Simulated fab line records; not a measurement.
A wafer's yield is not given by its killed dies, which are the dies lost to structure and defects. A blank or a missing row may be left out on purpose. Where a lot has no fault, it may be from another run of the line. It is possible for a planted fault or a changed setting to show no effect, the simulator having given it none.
2 desks, one fault :: flow sky130 :: each desk holds nothing but its own numbers, with what lay behind them at the end

## TOOL OWNER'S DESK, furnace-02
The tool's own readings at SKY_GATE_OXIDE_OXIDATION_16 (stabilise 600 s, purge 300 s, target thk 3.57 nm): means of the sampled wafers that have a number, for each lot that ran on this tool. The brackets show how far a lot's mean lies from the usual mean; more than 4 standard deviations puts the lot out of limits, marked OUT. It has 8 readings, of which 7 appear: the earliest out of limits, and the ones furthest out on some lot.
Columns: A = spike tc bottom C at SKY_GATE_OXIDE_OXIDATION_16, usual 818.9 C; B = spike tc centre C at SKY_GATE_OXIDE_OXIDATION_16, usual 800.8 C; C = spike tc lower C at SKY_GATE_OXIDE_OXIDATION_16, usual 800.7 C; D = spike tc top C at SKY_GATE_OXIDE_OXIDATION_16, usual 815.3 C; E = spike tc upper C at SKY_GATE_OXIDE_OXIDATION_16, usual 801.8 C; F = tube center temp C at SKY_GATE_OXIDE_OXIDATION_16, usual 800 C; G = tube_center_temp_C_max at SKY_GATE_OXIDE_OXIDATION_16, usual 802.1
lot: L840
first seen here: day 14 20:58
A: 820.1
B: 800.9
C: 799.8
D: 813.9
E: 802.0
F: 800
G: 801.9

lot: L856
first seen here: day 20 05:32
A: 803.7 (-11) OUT
B: 783.8 (-15) OUT
C: 783.5 (-18) OUT
D: 798.0 (-9.6) OUT
E: 784.6 (-16) OUT
F: 783 (-99 or more) OUT
G: 785.5 (-52) OUT

lot: L858
first seen here: day 20 23:20
A: 803.2 (-11) OUT
B: 784.0 (-15) OUT
C: 784.0 (-17) OUT
D: 798.4 (-9.4) OUT
E: 784.9 (-15) OUT
F: 783 (-99 or more) OUT
G: 785.3 (-52) OUT
This desk finds L856, L858 out of limits, L856 being first, at day 20 05:32 (spike tc bottom C at SKY_GATE_OXIDE_OXIDATION_16). Within limits: L840.

## METROLOGY DESK
Means of the sampled wafers that have a number, per lot and without regard to the tool the lot ran on: this is what the gauges read. The brackets show how far a lot's mean lies from the usual mean; more than 4 standard deviations puts the lot out of limits, marked OUT.
Columns: A = GATE_OXIDE_OVL at SKY_GATE_OXIDE_OVL_MEAS_10, usual 0.5 nm; B = GATE_OXIDE_TW at SKY_GATE_OXIDE_TW_MEAS_14, usual 224.1
lot: L838
first seen here: day 13 23:27
A: 0.5
B: 226.1

lot: L840
first seen here: day 14 20:22
A: -1.6
B: 223.2

lot: L845
first seen here: day 16 15:50
A: -0.1
B: 223.2

lot: L850
first seen here: day 18 03:02
A: 2.9
B: 224.0

lot: L856
first seen here: day 20 04:41
A: 1.4
B: 226.7

lot: L858
first seen here: day 20 22:50
A: 0.6
B: 227.0
Result from this desk: across the 6 lots, nothing is out of limits.

## TAKEN TOGETHER
The tool owner's desk could have raised an alarm at day 20 05:32, on L856, L858.
At the metrology desk, nothing out of limits was observed.
The metrology desk holds a record of L856, L858, inside its limits.
The lots listed all ran SKY_GATE_OXIDE_OXIDATION_16 on furnace-02.

## WHAT HAD BEEN PUT IN BY THE SIMULATOR
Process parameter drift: furnace-02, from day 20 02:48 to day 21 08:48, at SKY_GATE_OXIDE_OXIDATION_16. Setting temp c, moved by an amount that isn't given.
Shown lots that were struck: L856, L858.
Hours from the fault's start to each desk's first reading out of limits: the tool owner's desk, 3.
